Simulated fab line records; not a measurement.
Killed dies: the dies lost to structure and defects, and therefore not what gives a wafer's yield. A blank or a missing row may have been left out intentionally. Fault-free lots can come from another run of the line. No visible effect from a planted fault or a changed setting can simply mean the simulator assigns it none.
Which tool did it? / flow gf180mcu / 7 lots (20 wafers sampled), 1 step of a 602-step route

== WHAT THE GAUGES SHOWED, per wafer ==
GF_VT_IMPLANT_TW_MEAS_21.
lot=L115; measured=day 6 16:00; on=film metro-02; VT_IMPLANT_2_TW=1224 1222 1223
lot=L119; measured=day 7 12:53; on=film metro-02; VT_IMPLANT_2_TW=1223 1223
lot=L126; measured=day 9 07:38; on=film metro-02; VT_IMPLANT_2_TW=1219 1219 1229
lot=L128; measured=day 9 23:05; on=film metro-02; VT_IMPLANT_2_TW=1221 1215 1219
lot=L131; measured=day 10 17:04; on=film metro-02; VT_IMPLANT_2_TW=1233 1228 1224
lot=L134; measured=day 11 21:53; on=film metro-01; VT_IMPLANT_2_TW=1226 1221 1233
lot=L137; measured=day 12 14:06; on=film metro-01; VT_IMPLANT_2_TW=1219 1222 1217

== WHAT TOOL EACH LOT RAN ON (gives the tool, then ch and the chambers of the sampled wafers, and finally the start) ==
There is no process step in the record ahead of these readings.

== THE ANSWER, worked out from the rows above alone ==
Rule: the usual values come from the lots themselves. The widest of any qualifying gaps counts: lots, ordered by their means at a reading, are off when they make up no more than a third of the lots, leave a main group of 4 or more, and stand apart from it by 3 or more times the standard deviation of that group's means. A main group is skipped when, at the precision printed for the reading in the tables above, its means are all equal. A lot without any number at a reading at which 4 lots or more have one is off too. Any other lot the step has rows for is counted as sound.
None of the lots is off at any reading shown; this tells nothing.

== WHAT THE SIMULATOR HAD PUT IN ==
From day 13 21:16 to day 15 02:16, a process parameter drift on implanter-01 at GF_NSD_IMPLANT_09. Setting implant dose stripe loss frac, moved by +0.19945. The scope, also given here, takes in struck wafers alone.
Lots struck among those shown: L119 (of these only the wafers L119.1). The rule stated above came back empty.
